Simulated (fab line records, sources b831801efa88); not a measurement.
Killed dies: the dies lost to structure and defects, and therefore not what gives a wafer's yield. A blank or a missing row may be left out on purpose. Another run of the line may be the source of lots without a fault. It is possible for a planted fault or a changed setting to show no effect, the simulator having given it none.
fab line records    flow sky130
record lots=6  wafers=18  last_day=49
route steps=708 shown LOCAL_INTERCONNECT@389 PAD_OPEN@708
lots that met no fault: from a run of the same line without faults
start_h: hours from the record's first day to the start of the lot's first wafer shown    wait_h: time in hours since the lot's previous step    " as in the row above    L1.1+2: several wafers, shown together as one row    - value missing, or start not given    * or withheld: withheld    < > ~ a bound
route shown NAME@n: names a module that has steps shown in the file, with the first one's number in the route    usual: average and standard deviation across the fault-free wafers    same: alike in all rows    chamber/n: place in a boat    sites: the reading at each site    _std_site: standard deviation of those values    _edge_site: the outer-site mean with the inner-site mean subtracted    radius_mm: for every site, how far away it sits from the centre of the wafer    mask NAME#n: copy n    behind: the most recent tool/chamber to have shaped the wafer    hold: what put the lot on hold/how long, in hours/how the hold closed    device: whichever transistor did not switch (one of n, p or np)    end of line: the tests these same wafers got at the end of their route    a step given without rows: its recipe and nothing more    killed: dies lost to structure and defects at the first sort, not the wafer's yield    map: dies across one wafer; x = killed, . = not, _ = none there
set.NAME: setting as actually run; set.NAME@STEP: the setting as run at that earlier step    model.NAME: the simulator's own value behind a step, which no gauge read
lots at selected steps of the route; one table per step, one row per wafer
services: from which hour (start_h, from the record's first day; less than 0 if before it) a tool's chamber was out of use, for how many hours, and why
## steps
# step SKY_LOCAL_INTERCONNECT_THK_MEAS_02
# recipe thk_meas_gauge=xrf  reads=TiN_of_LOCAL_INTERCONNECT_SPUTTER_00
# usual LOCAL_INTERCONNECT_TIN_THK=97.6/1.1
lot.wafer  tool           chamber  start_h  wait_h  LOCAL_INTERCONNECT_TIN_THK[nm]
L591.2     film_metro-01  -        682.95   0.1     97.7
L591.4     "              -        "        "       96.5
L591.5     "              -        "        "       97.3
L599.1     film_metro-02  -        742.69   0.1     97.3
L599.4     "              -        "        "       97.3
L599.6     "              -        "        "       97.9
L600.1     film_metro-04  -        753.13   0.1     97.4
L600.3     "              -        "        "       97.5
L600.4     "              -        "        "       97.4
L606.2     film_metro-02  -        798.00   0.1     97.8
L606.3     "              -        "        "       97.6
L606.6     "              -        "        "       97.9
L611.2     film_metro-02  -        837.10   0.1     98.8
L611.3     "              -        "        "       98.4
L611.4     "              -        "        "       98.5
L610.3     film_metro-02  -        838.61   0.1     97.4
L610.4     "              -        "        "       97.2
L610.5     "              -        "        "       97.7
# step SKY_LOCAL_INTERCONNECT_DEHYDRATE_03
# recipe temp_c=200  time_s=60
# step SKY_LOCAL_INTERCONNECT_HMDS_04
# recipe prime_time_s=60  prime_temp_c=120
# step SKY_LOCAL_INTERCONNECT_COAT_05
# recipe resist=BARC  temp_c=withheld  time_s=withheld  spin_rpm=3000  resist_thk_nm=60
# step SKY_LOCAL_INTERCONNECT_COAT_06
# recipe resist=KrF-thick  spin_rpm=3000  resist_thk_nm=450
# step SKY_LOCAL_INTERCONNECT_SOFTBAKE_07
# recipe temp_c=100  time_s=90  resist=KrF-thick
# step SKY_LOCAL_INTERCONNECT_EXPOSE_08
# recipe mask_id=LI1M  na=0.8  source_shape=annular  sigma_inner=0.55  sigma_outer=0.85  target_cd_nm=170  dose_mj=28
# step SKY_LOCAL_INTERCONNECT_PEB_09
# recipe peb_temp_c=withheld  peb_time_s=withheld  resist=KrF-thick
# step SKY_LOCAL_INTERCONNECT_DEVELOP_10
# recipe develop_time_s=60  resist=KrF-thick  dev_temp_c=21
# step SKY_LOCAL_INTERCONNECT_CD_MEAS_11
# recipe target_cd_nm=170
# usual cd_nm=169.9/1.4
lot.wafer  tool       chamber  start_h  wait_h  cd_nm
L591.2     cd_sem-02  -        710.72   -       169.3
L591.4     "          -        "        "       168.9
L591.5     "          -        "        "       169.8
L599.1     cd_sem-02  -        770.01   -       172.4
L599.4     "          -        "        "       172.0
L599.6     "          -        "        "       172.4
L600.1     cd_sem-02  -        779.80   -       170.3
L600.3     "          -        "        "       170.6
L600.4     "          -        "        "       171.6
L606.2     cd_sem-02  -        824.58   -       169.2
L606.3     "          -        "        "       171.0
L606.6     "          -        "        "       169.2
L611.2     cd_sem-02  -        862.99   -       169.8
L611.3     "          -        "        "       169.9
L611.4     "          -        "        "       172.6
L610.3     cd_sem-02  -        864.35   -       168.7
L610.4     "          -        "        "       170.9
L610.5     "          -        "        "       169.9
# step SKY_LOCAL_INTERCONNECT_OVL_MEAS_12
# usual LOCAL_INTERCONNECT_OVL=4/5.2
lot.wafer  tool        chamber  start_h  wait_h  LOCAL_INTERCONNECT_OVL[nm]
L591.2     overlay-02  -        710.83   0.1     3
L591.4     "           -        "        "       9
L591.5     "           -        "        "       4
L599.1     overlay-01  -        770.13   0.1     6
L599.4     "           -        "        "       9
L599.6     "           -        "        "       10
L600.1     overlay-01  -        779.92   0.1     -7
L600.3     "           -        "        "       1
L600.4     "           -        "        "       2
L606.2     overlay-02  -        824.68   0.1     7
L606.3     "           -        "        "       9
L606.6     "           -        "        "       2
L611.2     overlay-01  -        863.10   0.1     3
L611.3     "           -        "        "       7
L611.4     "           -        "        "       8
L610.3     overlay-01  -        864.44   0.1     6
L610.4     "           -        "        "       1
L610.5     "           -        "        "       7
# step SKY_LOCAL_INTERCONNECT_ETCH_13
# recipe chemistry=N2/H2  target=BARC  ion_energy_ev=200  bias_w=100  pressure_mtorr=30  n2_flow_sccm=100  h2_flow_sccm=200  icp_w=500  stop_on=SiO2  time_s=45.9  target_depth_a=600
# usual bias_w=99.97/0.28  chamber_pressure_mTorr=30.003/0.025  drypump_motor_current_A=5.6/0.6  oes_product_au=0.855/0.0048  throttle_valve_pct=13.224/0.0096
lot.wafer  tool          chamber  start_h  wait_h  bias_w  chamber_pressure_mTorr  drypump_motor_current_A  oes_product_au  rf_hours_counter_h  throttle_valve_pct
L591.2     rie_metal-01  0        710.86   0.0     99.54   29.978                  5.2                      0.857           3                   13.229
L591.4     "             1        "        "       99.89   29.998                  6.1                      0.856           -                   13.217
L591.5     "             1        "        "       99.77   29.964                  6.1                      0.854           -                   13.226
L599.1     rie_metal-01  1        770.16   0.0     99.91   29.992                  6.1                      0.857           14                  13.230
L599.4     "             1        "        "       99.83   30.031                  6.1                      0.856           -                   13.239
L599.6     "             0        "        "       99.84   30.021                  5.2                      0.851           -                   13.228
L600.1     rie_metal-03  0        779.96   0.0     100.08  29.927                  5.8                      0.857           2                   13.218
L600.3     "             1        "        "       100.17  29.974                  5.1                      0.848           -                   13.224
L600.4     "             0        "        "       100.16  30.021                  5.8                      0.861           -                   13.227
L606.2     rie_metal-03  1        824.71   0.0     100.20  30.009                  5.1                      0.864           12                  13.223
L606.3     "             1        "        "       100.03  30.012                  5.1                      0.852           -                   13.226
L606.6     "             0        "        "       99.76   29.962                  5.8                      0.856           -                   13.236
L611.2     rie_metal-04  0        863.13   0.0     99.78   29.999                  6.4                      0.861           12                  13.226
L611.3     "             0        "        "       99.60   30.007                  6.5                      0.854           -                   13.231
L611.4     "             1        "        "       99.83   29.977                  4.7                      0.857           -                   13.238
L610.3     rie_metal-03  1        864.49   0.0     99.69   30.000                  5.1                      0.853           -                   13.227
L610.4     "             0        "        "       99.60   30.001                  5.8                      0.851           -                   13.235
L610.5     "             0        "        "       100.47  30.019                  5.8                      0.853           -                   13.234
# step SKY_LOCAL_INTERCONNECT_METAL_ETCH_14
# recipe target_depth_nm=110  stop_on=PSG  chemistry=Cl2/BCl3  target=TiN  resist_sidewall_deg=88  pressure_mtorr=10  icp_w=900  bias_w=48.5  Cl2_flow_sccm=60  bcl3_flow_sccm=30  time_s=31.4
# usual bcl3_flow_sccm=30.00/0.082  bias_w=48.50/0.12  drypump_motor_current_A=5.6/0.6  oes_product_au=0.923/0.0069  throttle_valve_pct=21.912/0.01
lot.wafer  tool          chamber  start_h  wait_h  bcl3_flow_sccm  bias_w  drypump_motor_current_A  oes_product_au  rf_hours_counter_h  throttle_valve_pct  model.KrF-thick_of_LOCAL_INTERCONNECT_COAT_06.thk_nm
L591.2     rie_metal-01  0        710.92   0.0     29.99           48.40   5.2                      0.920           3                   21.908              349.4
L591.4     "             1        "        "       29.94           48.39   6.1                      0.918           -                   21.921              349.5
L591.5     "             1        "        "       30.01           48.40   6.1                      0.922           -                   21.915              349.1
L599.1     rie_metal-01  1        770.23   0.0     29.99           48.47   6.1                      0.927           14                  21.933              349.7
L599.4     "             1        "        "       30.10           48.59   6.1                      0.923           -                   21.931              349.9
L599.6     "             0        "        "       29.99           48.30   5.2                      0.932           -                   21.904              349
L600.1     rie_metal-03  0        780.02   0.0     29.95           48.55   5.8                      0.917           2                   21.906              349.1
L600.3     "             1        "        "       29.96           48.41   5.1                      0.921           -                   21.914              348.4
L600.4     "             0        "        "       30.00           48.52   5.8                      0.915           -                   21.915              350.8
L606.2     rie_metal-03  1        824.78   0.0     30.01           48.48   5.1                      0.931           12                  21.908              346.6
L606.3     "             1        "        "       29.99           48.36   5.1                      0.922           -                   21.910              348.6
L606.6     "             0        "        "       29.96           48.26   5.8                      0.927           -                   21.901              349.3
L611.2     rie_metal-04  0        863.19   0.0     -               -       -                        -               -                   -                   391.9
L611.3     "             0        "        "       -               -       -                        -               -                   -                   393
L611.4     "             1        "        "       -               -       -                        -               -                   -                   392.4
L610.3     rie_metal-03  1        864.54   0.0     -               -       -                        -               -                   -                   392.1
L610.4     "             0        "        "       -               -       -                        -               -                   -                   392.9
L610.5     "             0        "        "       -               -       -                        -               -                   -                   391.6
# step SKY_LOCAL_INTERCONNECT_STRIP_15
# recipe chemistry=O2/N2  power_w=1400  pressure_mtorr=1500  platen_temp_c=withheld  o2_flow_sccm=3000  n2_flow_sccm=300  overash_fraction=0.5
# usual drypump_motor_current_A=5.7/0.61  oes_product_au=0.427/0.0043  strip_time_to_endpoint_s=4.719/0.017
lot.wafer  tool             chamber  start_h  wait_h  drypump_motor_current_A  oes_product_au  rf_hours_counter_h  strip_time_to_endpoint_s
L591.2     plasma_asher-01  0        710.97   0.0     6.5                      0.432           29                  4.743
L591.4     "                1        "        "       6.1                      0.428           -                   4.725
L591.5     "                1        "        "       6.1                      0.429           -                   4.720
L599.1     plasma_asher-01  0        770.28   0.0     6.5                      0.428           35                  4.734
L599.4     "                0        "        "       6.5                      0.431           -                   4.731
L599.6     "                1        "        "       6.0                      0.425           -                   4.733
L600.1     plasma_asher-04  1        780.07   0.0     4.9                      0.429           3                   4.736
L600.3     "                0        "        "       6.0                      0.417           -                   4.723
L600.4     "                1        "        "       4.9                      0.424           -                   4.746
L606.2     plasma_asher-04  1        824.83   0.0     4.9                      0.428           9                   4.706
L606.3     "                1        "        "       4.9                      0.426           -                   4.704
L606.6     "                0        "        "       6.0                      0.434           -                   4.728
L611.2     plasma_asher-04  1        863.24   0.0     4.9                      0.444           13                  5.194
L611.3     "                1        "        "       4.9                      0.444           -                   5.178
L611.4     "                0        "        "       6.0                      0.445           -                   5.200
L610.3     plasma_asher-01  1        864.61   0.1     6.1                      0.445           -                   5.185
L610.4     "                0        "        "       6.5                      0.448           -                   5.207
L610.5     "                0        "        "       6.5                      0.445           -                   5.180
# step SKY_LOCAL_INTERCONNECT_STRIP_16
# recipe chemistry=post_etch_residue_remover  time_s=1200  temp_c=72.5
# step SKY_PAD_OPEN_PROBE_99
# usual killed_at_M0_to_M3=44/6.8  killed_at_M4_up=3.1/1.9  killed_at_contacts=25/5.9  killed_at_front_end=15/4.3  killed_at_other=0.2/0.51  killed_dies=87/11  killed_on_rim=17/3.6  killed_open=47/7.9  killed_short=39/6.4
# same gross_dies=492  killed_at_back_side=0
lot.wafer  tool       chamber  start_h  wait_h  killed_at_M0_to_M3  killed_at_M4_up  killed_at_contacts  killed_at_front_end  killed_at_other  killed_dies  killed_on_rim  killed_open  killed_short
L599.1     prober-01  -        1125.15  0.1     55                  4                25                  20                   1                105          22             59           46
L599.4     prober-01  -        1125.30  0.2     39                  3                16                  22                   0                80           13             40           40
L599.6     prober-01  -        1125.40  0.2     44                  4                30                  16                   0                94           19             57           37
L600.1     prober-02  -        1128.35  0.1     47                  2                34                  15                   0                98           21             61           37
L600.3     prober-02  -        1128.45  0.2     45                  3                25                  12                   0                85           15             42           43
L600.4     prober-02  -        1128.50  0.2     25                  4                27                  9                    0                65           13             39           26
L606.2     prober-02  -        1161.81  0.1     49                  5                26                  15                   0                95           14             55           40
L606.3     prober-02  -        1161.86  0.2     44                  3                27                  13                   0                87           16             50           37
L606.6     prober-02  -        1162.01  0.2     40                  5                29                  10                   0                84           20             46           38
L611.2     prober-02  -        1185.32  0.1     45                  4                426                 17                   0                492          96             51           40
L611.3     prober-02  -        1185.37  0.2     44                  4                439                 5                    0                492          96             43           29
L611.4     prober-02  -        1185.42  0.2     39                  3                439                 11                   0                492          96             37           37
L610.3     prober-01  -        1186.37  0.2     32                  1                438                 21                   0                492          96             39           39
L610.4     prober-01  -        1186.42  0.2     45                  4                434                 9                    0                492          96             41           40
L610.5     prober-01  -        1186.47  0.2     47                  4                431                 10                   0                492          96             52           26
# killed by level:class
L599.1 VIA1:geometric_particle:open=13 CONTACT:geometric_particle:open=12 POLY_GATE:geometric_particle:open=8 VIA3:geometric_particle:open=7 METAL1:geometric_particle:short=7 LI_CONTACT:geometric_particle:short=5 POLY_GATE:geometric_particle:short=5 LI_CONTACT:geometric_particle:open=5
L599.4 VIA1:geometric_particle:open=12 POLY_GATE:geometric_particle:short=7 VIA1:geometric_particle:short=7 VIA3:geometric_particle:open=6 FIELD_ISO:geometric_particle:short=5 METAL1:geometric_particle:short=5 POLY_GATE:geometric_particle:open=5 CONTACT:geometric_particle:short=5
L599.6 CONTACT:geometric_particle:open=15 VIA1:geometric_particle:open=11 VIA2:geometric_particle:open=9 FIELD_ISO:geometric_particle:short=7 CONTACT:geometric_particle:short=7 LI_CONTACT:geometric_particle:open=5 VIA3:geometric_particle:open=5 METAL1:geometric_particle:short=5
L600.1 CONTACT:geometric_particle:open=14 LI_CONTACT:geometric_particle:open=12 VIA1:geometric_particle:open=11 VIA2:geometric_particle:open=8 METAL1:geometric_particle:short=6 CONTACT:geometric_particle:short=5 VIA3:geometric_particle:open=5 FIELD_ISO:geometric_particle:short=4
L600.3 VIA1:geometric_particle:open=10 METAL1:geometric_particle:short=9 LI_CONTACT:geometric_particle:open=8 VIA2:geometric_particle:open=7 CONTACT:geometric_particle:short=6 METAL2:geometric_particle:short=6 FIELD_ISO:geometric_particle:short=5 LOCAL_INTERCONNECT:geometric_particle:short=4
L600.4 LI_CONTACT:geometric_particle:open=12 VIA1:geometric_particle:open=6 METAL2:geometric_particle:short=5 CONTACT:geometric_particle:open=5 LI_CONTACT:geometric_particle:short=4 VIA2:geometric_particle:open=4 METAL4:geometric_particle:short=4 FIELD_ISO:geometric_particle:open=3
L606.2 VIA1:geometric_particle:open=14 LI_CONTACT:geometric_particle:open=10 VIA3:geometric_particle:open=8 CONTACT:geometric_particle:open=7 VIA3:geometric_particle:short=7 FIELD_ISO:geometric_particle:open=5 VIA1:geometric_particle:short=5 METAL4:geometric_particle:short=5
L606.3 VIA1:geometric_particle:open=11 VIA1:geometric_particle:short=10 LI_CONTACT:geometric_particle:open=7 CONTACT:geometric_particle:open=7 FIELD_ISO:geometric_particle:open=6 VIA2:geometric_particle:open=6 METAL1:geometric_particle:short=5 CONTACT:geometric_particle:short=4
L606.6 CONTACT:geometric_particle:open=10 VIA1:geometric_particle:open=10 LI_CONTACT:geometric_particle:open=9 METAL2:geometric_particle:short=7 LOCAL_INTERCONNECT:geometric_particle:short=5 CONTACT:geometric_particle:short=4 METAL1:geometric_particle:short=4 VIA3:geometric_particle:short=4
L611.2 LOCAL_INTERCONNECT:area_etch=401 CONTACT:geometric_particle:open=12 VIA3:geometric_particle:open=9 VIA1:geometric_particle:short=8 VIA1:geometric_particle:open=7 LI_CONTACT:geometric_particle:open=5 METAL1:geometric_particle:short=5 VIA2:geometric_particle:open=5
L611.3 LOCAL_INTERCONNECT:area_etch=420 VIA1:geometric_particle:open=11 VIA2:geometric_particle:open=9 CONTACT:geometric_particle:open=8 LI_CONTACT:geometric_particle:open=6 METAL1:geometric_particle:short=5 VIA1:geometric_particle:short=5 VIA3:geometric_particle:short=5
L611.4 LOCAL_INTERCONNECT:area_etch=418 VIA2:geometric_particle:open=9 CONTACT:geometric_particle:open=7 CONTACT:geometric_particle:short=5 VIA1:geometric_particle:short=5 VIA1:geometric_particle:open=5 LI_CONTACT:geometric_particle:short=4 VIA2:geometric_particle:short=4
L610.3 LOCAL_INTERCONNECT:area_etch=414 CONTACT:geometric_particle:open=10 LI_CONTACT:geometric_particle:open=6 VIA1:geometric_particle:open=6 POLY_GATE:geometric_particle:open=5 POLY_GATE:geometric_particle:short=5 METAL2:geometric_particle:short=5 VIA1:geometric_particle:short=5
L610.4 LOCAL_INTERCONNECT:area_etch=411 CONTACT:geometric_particle:open=12 VIA3:geometric_particle:open=7 METAL2:geometric_particle:short=6 METAL1:geometric_particle:short=6 VIA2:geometric_particle:open=6 VIA1:geometric_particle:short=6 CONTACT:geometric_particle:short=5
L610.5 LOCAL_INTERCONNECT:area_etch=414 VIA1:geometric_particle:open=13 CONTACT:geometric_particle:open=10 VIA2:geometric_particle:open=9 VIA3:geometric_particle:open=8 METAL2:geometric_particle:short=4 FIELD_ISO:geometric_particle:open=3 VIA1:geometric_particle:short=3
# map L610.3 (x killed, . not)
__________xxxxxxxxxx_________
________xxxxxxxxxxxxxx_______
______xxxxxxxxxxxxxxxxxx_____
_____xxxxxxxxxxxxxxxxxxxx____
____xxxxxxxxxxxxxxxxxxxxxx___
___xxxxxxxxxxxxxxxxxxxxxxxx__
__xxxxxxxxxxxxxxxxxxxxxxxxxx_
_xxxxxxxxxxxxxxxxxxxxxxxxxxxx
_xxxxxxxxxxxxxxxxxxxxxxxxxxxx
_xxxxxxxxxxxxxxxxxxxxxxxxxxxx
_xxxxxxxxxxxxxxxxxxxxxxxxxxxx
_xxxxxxxxxxxxxxxxxxxxxxxxxxxx
_xxxxxxxxxxxxxxxxxxxxxxxxxxxx
_xxxxxxxxxxxxxxxxxxxxxxxxxxxx
_xxxxxxxxxxxxxxxxxxxxxxxxxxxx
__xxxxxxxxxxxxxxxxxxxxxxxxxx_
___xxxxxxxxxxxxxxxxxxxxxxxx__
____xxxxxxxxxxxxxxxxxxxxxx___
_____xxxxxxxxxxxxxxxxxxxx____
______xxxxxxxxxxxxxxxxxx_____
________xxxxxxxxxxxxxx_______
__________xxxxxxxxxx_________
# map L611.2 (x killed, . not)
__________xxxxxxxxxx_________
________xxxxxxxxxxxxxx_______
______xxxxxxxxxxxxxxxxxx_____
_____xxxxxxxxxxxxxxxxxxxx____
____xxxxxxxxxxxxxxxxxxxxxx___
___xxxxxxxxxxxxxxxxxxxxxxxx__
__xxxxxxxxxxxxxxxxxxxxxxxxxx_
_xxxxxxxxxxxxxxxxxxxxxxxxxxxx
_xxxxxxxxxxxxxxxxxxxxxxxxxxxx
_xxxxxxxxxxxxxxxxxxxxxxxxxxxx
_xxxxxxxxxxxxxxxxxxxxxxxxxxxx
_xxxxxxxxxxxxxxxxxxxxxxxxxxxx
_xxxxxxxxxxxxxxxxxxxxxxxxxxxx
_xxxxxxxxxxxxxxxxxxxxxxxxxxxx
_xxxxxxxxxxxxxxxxxxxxxxxxxxxx
__xxxxxxxxxxxxxxxxxxxxxxxxxx_
___xxxxxxxxxxxxxxxxxxxxxxxx__
____xxxxxxxxxxxxxxxxxxxxxx___
_____xxxxxxxxxxxxxxxxxxxx____
______xxxxxxxxxxxxxxxxxx_____
________xxxxxxxxxxxxxx_______
__________xxxxxxxxxx_________
## services
tool             chamber  start_h  hours  kind
rie_metal-03     0        708.31   -      clean
rie_metal-03     0        708.31   21.1   scheduled_down
rie_metal-03     0        708.31   21.1   vent_cycle
rie_metal-01     -        713.53   0.5    repair
plasma_asher-01  -        716.31   1.6    repair
plasma_asher-04  -        733.75   9.0    pm
plasma_asher-04  0        733.75   9.0    vent_cycle
plasma_asher-04  1        733.75   9.0    vent_cycle
plasma_asher-04  0        742.75   -      clean
plasma_asher-04  1        742.75   -      clean
rie_metal-04     -        767.65   2.8    pm
plasma_asher-01  -        783.80   28.1   pm
rie_metal-03     0        817.35   3.8    repair
rie_metal-01     1        838.94   -      clean
rie_metal-01     1        838.94   22.1   scheduled_down
rie_metal-01     1        838.94   22.1   vent_cycle
rie_metal-04     -        849.77   0.3    repair
rie_metal-04     1        864.63   -      clean
rie_metal-04     1        864.63   12.5   scheduled_down
rie_metal-04     1        864.63   12.5   vent_cycle
## key
first_sign step=SKY_LOCAL_INTERCONNECT_METAL_ETCH_14  reading=tool_record  direction=missing
effect step=SKY_LOCAL_INTERCONNECT_STRIP_15  reading=strip_time_to_endpoint_s  direction=up  sigmas=28  usual=*  struck=*
effect step=SKY_PAD_OPEN_PROBE_99  reading=killed_at_contacts  direction=up  sigmas=69  usual=25  struck=434
model_effect step=SKY_LOCAL_INTERCONNECT_METAL_ETCH_14  value=KrF-thick_of_LOCAL_INTERCONNECT_COAT_06.thk_nm  without=348.6  struck=392.3
more_kills_born_at SKY_LOCAL_INTERCONNECT_METAL_ETCH_14@rie_metal-03=1239  SKY_LOCAL_INTERCONNECT_METAL_ETCH_14@rie_metal-04=1239
met_at SKY_LOCAL_INTERCONNECT_METAL_ETCH_14
struck_wafers L610.3,L610.4,L610.5,L611.2,L611.3,L611.4
later_rows_left_out L610.3,L610.4,L610.5,L611.2,L611.3,L611.4
tester_left_out L610,L611
onset_between 824.78 863.19
fault kind=skipped_step_whole  tool=rie_metal-03,rie_metal-04  chamber=-  onset_h=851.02  steps=SKY_LOCAL_INTERCONNECT_METAL_ETCH_14  scope=struck_lots_only
# tester_left_out: of these lots the tester's yield and bins aren't shown, on N5 and GAA mostly nor the transistor test; their killed dies are dies lost to structure and defects alone, not to doping, threshold or leakage, so they don't give the yield
# later_rows_left_out: the simulator's readings of these wafers behind a module that went badly wrong aren't trusted and aren't shown, but for the sort
